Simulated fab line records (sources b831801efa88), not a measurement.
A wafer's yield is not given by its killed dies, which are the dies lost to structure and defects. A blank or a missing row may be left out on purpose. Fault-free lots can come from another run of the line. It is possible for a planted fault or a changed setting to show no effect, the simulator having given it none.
fab line records	flow sfq_line
record lots=5	wafers=27
route steps=325 shown JJ@180 R5@224 I5@228 C5@247 M6@263 M7@282 M8@321
start_h: the number of hours between the record's first day and the start of the first shown wafer of the lot	wait_h: hours since the lot's step before	" the same as in the row above	L1.1+2: a single row standing in for several wafers	- no value present, or no start provided	* or withheld: withheld	< > ~ a bound
route shown NAME@n: NAME is a module with steps in the file, n the number in the route of the first one	usual: average and standard deviation across the fault-free wafers	same: alike in all rows	chamber/n: place in a boat	sites: each site's reading	_std_site: how widely they spread, as a standard deviation	_edge_site: outer sites' mean less inner sites'	radius_mm: for every site, how far away it sits from the centre of the wafer	mask NAME#n: copy n	behind: the tool/chamber that last shaped the wafer	hold: what put the lot on hold/how long, in hours/how the hold closed	device: the n, p or np transistor that did not switch	end of line: at the end of the route, the tests of the same wafers	where a step has no rows: the recipe by itself	killed: dies lost to structure and defects at the first sort, not the wafer's yield	map: shows each die of a wafer: x if killed, . if not, _ if none is there
set.NAME: the run value of the setting; set.NAME@STEP: its run value at that earlier step	model.NAME: the simulator's own value behind a step, which no gauge read
lots whose settings were changed on purpose; a table a step, a row a wafer
## steps
# step SFQ_TRILAYER_JJ_TRILAYER_DEP_SPUTTER_110
# recipe material=Al	base_pressure_pa=1.33e-06	target_thk_nm=8	power_w=500	time_s=10	chamber_pressure_pa=0.4
lot.wafer	tool	chamber	start_h	wait_h	set.time_s	model.Al_of_TRILAYER_JJ_TRILAYER_DEP_SPUTTER_110.thk_nm
L077.1	pvd_sputter-06	-	921.91	0.0	10	8.087
L077.2	"	-	"	"	10	8.336
L077.3	"	-	"	"	12.82	10.32
L077.4	"	-	"	"	12.82	10.44
L077.5	"	-	"	"	10	8.101
L077.6	"	-	"	"	12.82	10.43
L079.1	pvd_sputter-03	-	938.71	0.0	10	8.241
L079.2	"	-	"	"	8.217	6.798
L079.3	"	-	"	"	8.217	6.851
L079.4	"	-	"	"	10	8.304
L079.5	"	-	"	"	10	8.221
L079.6	"	-	"	"	8.217	6.913
L080.1	pvd_sputter-04	-	939.91	0.0	15.41	12.38
L080.2	"	-	"	"	10	7.87
L080.3	"	-	"	"	15.41	12.11
L080.4	"	-	"	"	10	7.866
L080.5	"	-	"	"	15.41	12.27
L080.6	"	-	"	"	10	7.916
L081.1	pvd_sputter-04	-	950.28	0.0	10	8.034
L081.2	"	-	"	"	10	8.099
L081.3	"	-	"	"	10	8.024
L081.4	"	-	"	"	10	7.928
L081.5	"	-	"	"	10	7.937
L081.6	"	-	"	"	10	8.107
L084.1	pvd_sputter-06	-	961.08	0.0	10	8.052
L084.2	"	-	"	"	10	8.092
L084.6	"	-	"	"	10	7.922
# step SFQ_TRILAYER_R5_BARC_OPEN_METAL_ETCH_177
# recipe mask_material=PR	chemistry=O2	target_depth_nm=125	target=BARC	icp_w=600	bias_w=80	pressure_mtorr=10	time_s=41.7
# usual oes_product_au=0.685/0.0047
lot.wafer	tool	chamber	start_h	wait_h	set.time_s	oes_product_au	model.KrF_of_TRILAYER_R5_LITHO_COAT_136.thk_nm
L077.1	rie_metal-01	1	1202.30	0.0	41.7	0.684	523.2
L077.2	"	0	"	"	29.6	0.816	540.7
L077.3	"	1	"	"	29.6	0.809	537.9
L077.4	"	0	"	"	41.7	0.683	524.6
L077.5	"	0	"	"	41.7	0.682	525.4
L077.6	"	1	"	"	29.6	0.812	539
L079.1	rie_metal-02	1	1221.50	0.0	24.79	0.894	546.6
L079.2	"	0	"	"	41.7	0.680	526.8
L079.3	"	0	"	"	24.79	0.899	546.3
L079.4	"	1	"	"	24.79	0.902	548.2
L079.5	"	1	"	"	41.7	0.689	526
L079.6	"	0	"	"	41.7	0.680	526.6
L080.1	rie_metal-01	0	1223.90	0.0	32.65	0.760	535.4
L080.2	"	1	"	"	41.7	0.688	521.1
L080.3	"	1	"	"	32.65	0.779	535.4
L080.4	"	0	"	"	41.7	0.680	524.3
L080.5	"	0	"	"	41.7	0.684	525.6
L080.6	"	1	"	"	32.65	0.773	534.5
L081.1	rie_metal-04	0	1227.50	0.0	54.65	0.659	509.6
L081.2	"	1	"	"	41.7	0.684	524.2
L081.3	"	0	"	"	41.7	0.675	525.3
L081.4	"	1	"	"	41.7	0.688	523.4
L081.5	"	0	"	"	54.65	0.649	509
L081.6	"	1	"	"	54.65	0.649	508.6
L084.1	rie_metal-02	0	1245.63	0.0	41.7	0.687	525.7
L084.2	"	1	"	"	41.7	0.692	522.3
L084.6	"	1	"	"	41.7	0.688	524.5
# step SFQ_TRILAYER_R5_ETCH_METAL_ETCH_139
# recipe stop_on=SiO2	mask_material=PR	chemistry=Cl2	target_depth_nm=60	icp_w=600	bias_w=80	pressure_mtorr=10	time_s=40
lot.wafer	tool	chamber	start_h	wait_h	set.time_s@TRILAYER_R5_BARC_OPEN_METAL_ETCH_177	model.KrF_of_TRILAYER_R5_LITHO_COAT_136.thk_nm
L077.1	rie_metal-01	1	1202.36	0.0	41.7	498.8
L077.2	"	0	"	"	29.6	517
L077.3	"	1	"	"	29.6	513.3
L077.4	"	0	"	"	41.7	500.6
L077.5	"	0	"	"	41.7	501.6
L077.6	"	1	"	"	29.6	514.7
L079.1	rie_metal-02	1	1221.56	0.0	24.79	522.4
L079.2	"	0	"	"	41.7	502.9
L079.3	"	0	"	"	24.79	522.5
L079.4	"	1	"	"	24.79	524.1
L079.5	"	1	"	"	41.7	501.8
L079.6	"	0	"	"	41.7	502.7
L080.1	rie_metal-01	0	1223.96	0.0	32.65	512
L080.2	"	1	"	"	41.7	497
L080.3	"	1	"	"	32.65	511.1
L080.4	"	0	"	"	41.7	500.9
L080.5	"	0	"	"	41.7	502.2
L080.6	"	1	"	"	32.65	510.2
L081.1	rie_metal-04	0	1227.56	0.0	54.65	486
L081.2	"	1	"	"	41.7	500.5
L081.3	"	0	"	"	41.7	501.5
L081.4	"	1	"	"	41.7	499.8
L081.5	"	0	"	"	54.65	485.3
L081.6	"	1	"	"	54.65	485
L084.1	rie_metal-02	0	1245.69	0.0	41.7	502.2
L084.2	"	1	"	"	41.7	498.1
L084.6	"	1	"	"	41.7	499.9
# step SFQ_TRILAYER_A5C_DEP_PECVD_142
# recipe material=SiO2	temp_c=150	time_s=15.556	pressure_torr=2.4	rf_w=183.3	precursor=SiH4/N2O	target_thk_nm=70
lot.wafer	tool	chamber	start_h	wait_h	set.time_s	model.SiO2_of_TRILAYER_A5C_DEP_PECVD_142.thk_nm
L077.1	pecvd-03	2	1203.19	0.0	15.556	70.25
L077.2	"	1	"	"	18.64	85.33
L077.3	"	0	"	"	15.556	71.12
L077.4	"	1	"	"	15.556	71.99
L077.5	"	0	"	"	18.64	86.18
L077.6	"	2	"	"	18.64	85.43
L079.1	pecvd-02	2	1222.39	0.0	15.556	70.02
L079.2	"	1	"	"	15.556	69.55
L079.3	"	0	"	"	15.556	69.22
L079.4	"	1	"	"	15.556	70.85
L079.5	"	2	"	"	15.556	72.13
L079.6	"	0	"	"	15.556	70.25
L080.1	pecvd-01	0	1224.79	0.0	21.19	94.15
L080.2	"	2	"	"	15.556	70.87
L080.3	"	1	"	"	21.19	95.2
L080.4	"	2	"	"	21.19	96.85
L080.5	"	1	"	"	15.556	71.29
L080.6	"	0	"	"	15.556	71.1
L081.1	pecvd-03	2	1228.39	0.0	12.12	54.62
L081.2	"	0	"	"	15.556	70.26
L081.3	"	0	"	"	12.12	55.73
L081.4	"	2	"	"	12.12	54.53
L081.5	"	0	"	"	15.556	71.7
L081.6	"	2	"	"	15.556	71.23
L084.1	pecvd-03	1	1246.52	0.0	15.556	69.57
L084.2	"	2	"	"	15.556	68.94
L084.6	"	0	"	"	15.556	70.97
# step SFQ_TRILAYER_I5_LITHO_COAT_149
# recipe resist=BARC	spin_rpm=3056	resist_thk_nm=62
# step SFQ_TRILAYER_I5_LITHO_COAT_144
# recipe resist=KrF	spin_rpm=3000	resist_thk_nm=650
# step SFQ_TRILAYER_C5_BARC_OPEN_VIA_ETCH_210
# recipe mask_material=PR	chemistry=O2	target_depth_nm=125	target=BARC	source_w=500	bias_w=80	pressure_mtorr=30	time_s=41.7
# step SFQ_TRILAYER_C5_ETCH_VIA_ETCH_154
# recipe target=SiO2	mask_material=PR	chemistry=CHF3	target_depth_nm=84	source_w=500	bias_w=80	pressure_mtorr=30	time_s=withheld	stop_on=Nb
# usual oes_product_au=0.898/0.0088
lot.wafer	tool	chamber	start_h	wait_h	set.time_s@TRILAYER_A5C_DEP_PECVD_142	oes_product_au	model.etch.depth_nm	model.C5.feature_depth_nm
L077.1	rie_diel-02	3	1328.84	0.0	*	0.894	-	70.25
L077.2	"	1	"	"	*	1.003	84.06	84.06
L077.3	"	0	"	"	*	0.908	-	71.12
L077.4	"	2	"	"	*	0.909	71.99	71.99
L077.5	"	1	"	"	*	0.997	-	83.03
L077.6	"	0	"	"	*	0.988	-	83.54
L079.1	rie_diel-03	3	1360.56	0.0	*	0.882	70.02	70.02
L079.2	"	1	"	"	*	0.892	-	69.55
L079.3	"	0	"	"	*	0.891	-	69.22
L079.4	"	2	"	"	*	0.903	-	70.85
L079.5	"	2	"	"	*	0.911	-	72.13
L079.6	"	3	"	"	*	0.892	-	70.25
L080.1	rie_diel-04	2	1369.08	0.0	*	1.002	-	85.22
L080.2	"	0	"	"	*	0.899	-	70.87
L080.3	"	3	"	"	*	0.995	-	84.31
L080.4	"	1	"	"	*	1.021	86.26	86.26
L080.5	"	2	"	"	*	0.903	-	71.29
L080.6	"	1	"	"	*	0.901	71.1	71.1
L081.1	rie_diel-02	2	1370.41	0.0	*	0.782	54.62	54.62
L081.2	"	1	"	"	*	0.898	70.26	70.26
L081.3	"	3	"	"	*	0.791	55.73	55.73
L081.4	"	1	"	"	*	0.780	54.53	54.53
L081.5	"	3	"	"	*	0.908	71.7	71.7
L081.6	"	2	"	"	*	0.894	71.23	71.23
L084.1	rie_diel-02	2	1379.53	0.0	*	0.902	69.57	69.57
L084.2	"	3	"	"	*	0.890	68.94	68.94
L084.6	"	0	"	"	*	0.904	70.97	70.97
# step SFQ_TRILAYER_M6_ETCH_METAL_ETCH_162
# recipe target=Nb	stop_on=SiO2	mask_material=PR	chemistry=Cl2/Ar	target_depth_nm=240	icp_w=600	bias_w=80	pressure_mtorr=10	time_s=120
lot.wafer	tool	chamber	start_h	wait_h	set.time_s	model.KrF_of_TRILAYER_M6_LITHO_COAT_159.thk_nm	model.M6.feature_depth_nm
L077.1	rie_metal-02	1	1468.62	0.0	185.8	300.3	205.1
L077.2	"	0	"	"	185.8	304	204.8
L077.3	"	1	"	"	120	380.7	191
L077.4	"	0	"	"	185.8	308.4	204.2
L077.5	"	0	"	"	120	382.6	191.3
L077.6	"	1	"	"	120	378.4	190.6
L079.1	rie_metal-04	1	1493.95	0.0	120	378.9	192.8
L079.2	"	0	"	"	171.6	323.2	203.2
L079.3	"	1	"	"	120	384.9	192.2
L079.4	"	0	"	"	171.6	322.2	204
L079.5	"	1	"	"	120	382.3	193.9
L079.6	"	0	"	"	171.6	322.4	204.5
L080.1	rie_metal-02	0	1498.75	0.0	120	381.8	194.8
L080.2	"	1	"	"	67.24	442.8	134.8
L080.3	"	1	"	"	67.24	442.7	135.2
L080.4	"	0	"	"	67.24	444	132.2
L080.5	"	1	"	"	120	380.1	191.2
L080.6	"	0	"	"	120	383.5	195.1
L081.1	rie_metal-03	1	1501.15	0.0	120	372.6	190.3
L081.2	"	0	"	"	178.7	311.1	203
L081.3	"	1	"	"	178.7	299.3	204.8
L081.4	"	0	"	"	120	380.1	190.2
L081.5	"	0	"	"	178.7	309.7	201.9
L081.6	"	1	"	"	120	373.9	189.7
L084.1	rie_metal-02	0	1510.75	0.0	120	385.4	196.6
L084.2	"	1	"	"	120	382.1	191.8
L084.6	"	1	"	"	120	382.8	196.4
# step SFQ_TRILAYER_M7_DEP_SPUTTER_175
# recipe material=Nb	base_pressure_pa=1.33e-06	chamber_pressure_pa=0.1333	substrate_temp_c=20	target_thk_nm=200	power_w=2000	time_s=133.3
lot.wafer	tool	chamber	start_h	wait_h	set.time_s	model.Nb_of_TRILAYER_M7_DEP_SPUTTER_175.thk_nm
L077.1	pvd_sputter-04	-	1599.55	0.0	205	309.3
L077.2	"	-	"	"	133.3	200.5
L077.3	"	-	"	"	133.3	202.7
L077.4	"	-	"	"	133.3	200.6
L077.5	"	-	"	"	205	309.2
L077.6	"	-	"	"	205	308.4
L079.1	pvd_sputter-04	-	1619.95	0.0	133.3	201.7
L079.2	"	-	"	"	133.3	201.5
L079.3	"	-	"	"	94	138.4
L079.4	"	-	"	"	94	141.4
L079.5	"	-	"	"	133.3	200.7
L079.6	"	-	"	"	94	143
L080.1	pvd_sputter-05	-	1622.35	0.0	133.3	196.7
L080.2	"	-	"	"	195.4	291.7
L080.3	"	-	"	"	195.4	290.4
L080.4	"	-	"	"	133.3	199.6
L080.5	"	-	"	"	195.4	290.5
L080.6	"	-	"	"	133.3	198.9
L081.1	pvd_sputter-04	-	1624.75	0.0	133.3	195.7
L081.2	"	-	"	"	133.3	199.4
L081.3	"	-	"	"	133.3	197.1
L081.4	"	-	"	"	133.3	198.2
L081.5	"	-	"	"	133.3	195.3
L081.6	"	-	"	"	133.3	199.3
L084.1	pvd_sputter-05	-	1634.35	0.0	133.3	198.2
L084.2	"	-	"	"	133.3	196.1
L084.6	"	-	"	"	133.3	195.5
# step SFQ_M7_RS_MEAS_943
# recipe thk_meas_gauge=four-point-probe	reads=Nb_of_TRILAYER_M7_DEP_SPUTTER_175
# usual M7_NB_RS=0.893/0.01
lot.wafer	tool	chamber	start_h	wait_h	set.time_s@TRILAYER_M7_DEP_SPUTTER_175	M7_NB_RS[ohm/sq]
L077.1	film_metro-01	-	1599.64	0.0	205	0.574
L077.2	"	-	"	"	133.3	0.886
L077.3	"	-	"	"	133.3	0.878
L077.4	"	-	"	"	133.3	0.886
L077.5	"	-	"	"	205	0.572
L077.6	"	-	"	"	205	0.574
L079.1	film_metro-02	-	1620.04	0.0	133.3	0.881
L079.2	"	-	"	"	133.3	0.883
L079.3	"	-	"	"	94	1.292
L079.4	"	-	"	"	94	1.266
L079.5	"	-	"	"	133.3	0.885
L079.6	"	-	"	"	94	1.249
L080.1	film_metro-03	-	1622.45	0.1	133.3	0.906
L080.2	"	-	"	"	195.4	0.609
L080.3	"	-	"	"	195.4	0.611
L080.4	"	-	"	"	133.3	0.893
L080.5	"	-	"	"	195.4	0.610
L080.6	"	-	"	"	133.3	0.895
L081.1	film_metro-01	-	1624.84	0.0	133.3	0.908
L081.2	"	-	"	"	133.3	0.892
L081.3	"	-	"	"	133.3	0.902
L081.4	"	-	"	"	133.3	0.895
L081.5	"	-	"	"	133.3	0.911
L081.6	"	-	"	"	133.3	0.892
L084.1	film_metro-02	-	1634.45	0.1	133.3	0.896
L084.2	"	-	"	"	133.3	0.905
L084.6	"	-	"	"	133.3	0.909
# step SFQ_TRILAYER_M7_LITHO_COAT_182
# recipe resist=BARC	spin_rpm=3000	resist_thk_nm=62
# step SFQ_TRILAYER_M7_BARC_OPEN_METAL_ETCH_229
# recipe mask_material=PR	chemistry=O2	target_depth_nm=125	target=BARC	icp_w=600	bias_w=80	pressure_mtorr=10	time_s=41.7
# step SFQ_TRILAYER_M7_ETCH_METAL_ETCH_180
# recipe target=Nb	stop_on=SiO2	mask_material=PR	chemistry=Cl2/Ar	target_depth_nm=240	icp_w=584.1	bias_w=80	pressure_mtorr=10	time_s=120
# usual oes_product_au=0.892/0.0076
lot.wafer	tool	chamber	start_h	wait_h	set.time_s@TRILAYER_M7_DEP_SPUTTER_175	oes_product_au
L077.1	rie_metal-03	1	1712.86	0.1	205	0.995
L077.2	"	1	"	"	133.3	0.893
L077.3	"	1	"	"	133.3	0.906
L077.4	"	1	"	"	133.3	0.892
L077.5	"	1	"	"	205	1.000
L077.6	"	1	"	"	205	0.988
L079.1	rie_metal-02	0	1728.40	0.0	133.3	0.890
L079.2	"	1	"	"	133.3	0.896
L079.3	"	1	"	"	94	0.734
L079.4	"	0	"	"	94	0.753
L079.5	"	0	"	"	133.3	0.902
L079.6	"	1	"	"	94	0.739
L080.1	rie_metal-01	0	1729.60	0.0	133.3	0.888
L080.2	"	1	"	"	195.4	0.986
L080.3	"	1	"	"	195.4	0.982
L080.4	"	0	"	"	133.3	0.891
L080.5	"	1	"	"	195.4	0.996
L080.6	"	0	"	"	133.3	0.894
L081.1	rie_metal-01	0	1732.00	0.0	133.3	0.885
L081.2	"	1	"	"	133.3	0.891
L081.3	"	0	"	"	133.3	0.885
L081.4	"	1	"	"	133.3	0.890
L081.5	"	1	"	"	133.3	0.880
L081.6	"	0	"	"	133.3	0.898
L084.1	rie_metal-02	1	1743.38	0.0	133.3	0.890
L084.2	"	0	"	"	133.3	0.888
L084.6	"	0	"	"	133.3	0.877
# step SFQ_TRILAYER_M8_DEP_EVAP_196
# recipe material=Au	angular_spread_deg=1	target_thk_nm=180	time_s=900	power_w=2000
lot.wafer	tool	chamber	start_h	wait_h	set.time_s	model.Au_of_TRILAYER_M8_DEP_EVAP_196.thk_nm
L077.1	pvd_sputter-02	-	1819.27	0.1	900	180.8
L077.2	"	-	"	"	900	180.1
L077.3	"	-	"	"	900	177.3
L077.4	"	-	"	"	900	179.4
L077.5	"	-	"	"	900	178.6
L077.6	"	-	"	"	900	179.6
L079.1	pvd_sputter-02	-	1829.00	0.1	900	181.9
L079.2	"	-	"	"	900	179.8
L079.3	"	-	"	"	900	181.7
L079.4	"	-	"	"	900	182.3
L079.5	"	-	"	"	900	182.2
L079.6	"	-	"	"	900	180.5
L080.1	pvd_sputter-01	-	1830.17	0.1	900	180.3
L080.2	"	-	"	"	900	182.4
L080.3	"	-	"	"	900	179.9
L080.4	"	-	"	"	1388	279.3
L080.5	"	-	"	"	1388	280.4
L080.6	"	-	"	"	1388	280.2
L081.1	pvd_sputter-02	-	1833.80	0.1	900	179.5
L081.2	"	-	"	"	900	182.3
L081.3+6	"	-	"	"	666.3	133.8
L081.4	"	-	"	"	666.3	134.3
L081.5	"	-	"	"	900	179
L084.1	pvd_sputter-01	-	1842.17	0.1	900	181.4
L084.2	"	-	"	"	900	182.3
L084.6	"	-	"	"	900	177.7
# step SFQ_M8_RS_MEAS_949
# recipe thk_meas_gauge=four-point-probe	reads=Au_of_TRILAYER_M8_DEP_EVAP_196+Pt_of_TRILAYER_M8_DEP_EVAP_198+Ti_of_TRILAYER_M8_DEP_EVAP_197
# usual M8_AU_RS=0.1526/0.0012
lot.wafer	tool	chamber	start_h	wait_h	set.time_s@TRILAYER_M8_DEP_EVAP_196	M8_AU_RS[ohm/sq]
L077.1	film_metro-02	-	1819.85	0.3	900	0.1528
L077.2	"	-	"	"	900	0.1532
L077.3	"	-	"	"	900	0.1554
L077.4	"	-	"	"	900	0.1537
L077.5	"	-	"	"	900	0.1545
L077.6	"	-	"	"	900	0.1538
L079.1	film_metro-03	-	1829.58	0.3	900	0.1518
L079.2	"	-	"	"	900	0.1539
L079.3	"	-	"	"	900	0.1521
L079.4	"	-	"	"	900	0.1517
L079.5	"	-	"	"	900	0.1521
L079.6	"	-	"	"	900	0.1534
L080.1	film_metro-02	-	1830.68	0.3	900	0.1534
L080.2	"	-	"	"	900	0.1514
L080.3	"	-	"	"	900	0.1535
L080.4	"	-	"	"	1388	0.0983
L080.5	"	-	"	"	1388	0.0979
L080.6	"	-	"	"	1388	0.0980
L081.1	film_metro-04	-	1834.38	0.3	900	0.1540
L081.2	"	-	"	"	900	0.1514
L081.3	"	-	"	"	666.3	0.2072
L081.4	"	-	"	"	666.3	0.2067
L081.5	"	-	"	"	900	0.1543
L081.6	"	-	"	"	666.3	0.2077
L084.1	film_metro-03	-	1842.69	0.3	900	0.1524
L084.2	"	-	"	"	900	0.1516
L084.6	"	-	"	"	900	0.1556
# step SFQ_M8_THK_MEAS_950
# recipe thk_meas_gauge=xrf	reads=Au_of_TRILAYER_M8_DEP_EVAP_196
# usual M8_AU_THK=180.4/2.1
lot.wafer	tool	chamber	start_h	wait_h	set.time_s@TRILAYER_M8_DEP_EVAP_196	M8_AU_THK[nm]
L077.1	film_metro-02	-	1819.97	0.1	900	179.5
L077.2	"	-	"	"	900	177.5
L077.3	"	-	"	"	900	175.7
L077.4	"	-	"	"	900	178.1
L077.5	"	-	"	"	900	176.9
L077.6	"	-	"	"	900	177.3
L079.1	film_metro-03	-	1829.70	0.1	900	180.6
L079.2	"	-	"	"	900	177.8
L079.3	"	-	"	"	900	180.4
L079.4	"	-	"	"	900	180.4
L079.5	"	-	"	"	900	180.1
L079.6	"	-	"	"	900	178.2
L080.1	film_metro-02	-	1830.80	0.1	900	179.7
L080.2	"	-	"	"	900	181.7
L080.3	"	-	"	"	900	179.5
L080.4	"	-	"	"	1388	278.1
L080.5	"	-	"	"	1388	278.9
L080.6	"	-	"	"	1388	279.4
L081.1	film_metro-04	-	1834.50	0.1	900	180.8
L081.2	"	-	"	"	900	183.9
L081.3	"	-	"	"	666.3	135.0
L081.4	"	-	"	"	666.3	134.9
L081.5	"	-	"	"	900	180.2
L081.6	"	-	"	"	666.3	134.9
L084.1	film_metro-03	-	1842.81	0.1	900	180.3
L084.2	"	-	"	"	900	181.2
L084.6	"	-	"	"	900	176.6
## key
split step=SFQ_TRILAYER_JJ_TRILAYER_DEP_SPUTTER_110	setting=time_s	stated=10	by=wafer
response step=SFQ_TRILAYER_JJ_TRILAYER_DEP_SPUTTER_110	reading=model.Al_of_TRILAYER_JJ_TRILAYER_DEP_SPUTTER_110.thk_nm	change=+0.0802	per=1%	r=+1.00
split step=SFQ_TRILAYER_R5_BARC_OPEN_METAL_ETCH_177	setting=time_s	stated=41.7	by=wafer
response step=SFQ_TRILAYER_R5_BARC_OPEN_METAL_ETCH_177	reading=oes_product_au	shape=bent	at_lowest=0.898	at_stated=0.684	at_highest=0.652
response step=SFQ_TRILAYER_R5_BARC_OPEN_METAL_ETCH_177	reading=model.KrF_of_TRILAYER_R5_LITHO_COAT_136.thk_nm	change=-0.506	per=1%	r=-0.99
response step=SFQ_TRILAYER_R5_ETCH_METAL_ETCH_139	reading=model.KrF_of_TRILAYER_R5_LITHO_COAT_136.thk_nm	change=-0.502	per=1%	r=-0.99
split step=SFQ_TRILAYER_A5C_DEP_PECVD_142	setting=time_s	stated=15.556	by=wafer
response step=SFQ_TRILAYER_A5C_DEP_PECVD_142	reading=model.SiO2_of_TRILAYER_A5C_DEP_PECVD_142.thk_nm	change=+0.695	per=1%	r=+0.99
response step=SFQ_TRILAYER_C5_ETCH_VIA_ETCH_154	reading=oes_product_au	change=+0.00374	per=1%	r=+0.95
response step=SFQ_TRILAYER_C5_ETCH_VIA_ETCH_154	reading=model.etch.depth_nm	change=+0.585	per=1%	r=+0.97
response step=SFQ_TRILAYER_C5_ETCH_VIA_ETCH_154	reading=model.C5.feature_depth_nm	change=+0.509	per=1%	r=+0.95
split step=SFQ_TRILAYER_M6_ETCH_METAL_ETCH_162	setting=time_s	stated=120	by=wafer
response step=SFQ_TRILAYER_M6_ETCH_METAL_ETCH_162	reading=model.KrF_of_TRILAYER_M6_LITHO_COAT_159.thk_nm	change=-1.4	per=1%	r=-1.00
response step=SFQ_TRILAYER_M6_ETCH_METAL_ETCH_162	reading=model.M6.feature_depth_nm	shape=bent	at_lowest=134.1	at_stated=192.5	at_highest=204.7
split step=SFQ_TRILAYER_M7_DEP_SPUTTER_175	setting=time_s	stated=133.3	by=wafer
response step=SFQ_TRILAYER_M7_DEP_SPUTTER_175	reading=model.Nb_of_TRILAYER_M7_DEP_SPUTTER_175.thk_nm	change=+2	per=1%	r=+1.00
response step=SFQ_M7_RS_MEAS_943	reading=M7_NB_RS	shape=bent	at_lowest=1.269	at_stated=0.895	at_highest=0.573
response step=SFQ_TRILAYER_M7_ETCH_METAL_ETCH_180	reading=oes_product_au	shape=bent	at_lowest=0.742	at_stated=0.891	at_highest=0.994
split step=SFQ_TRILAYER_M8_DEP_EVAP_196	setting=time_s	stated=900	by=wafer
response step=SFQ_TRILAYER_M8_DEP_EVAP_196	reading=model.Au_of_TRILAYER_M8_DEP_EVAP_196.thk_nm	change=+1.82	per=1%	r=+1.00
response step=SFQ_M8_RS_MEAS_949	reading=M8_AU_RS	change=-0.00121	per=1%	r=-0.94
response step=SFQ_M8_THK_MEAS_950	reading=M8_AU_THK	change=+1.81	per=1%	r=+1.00
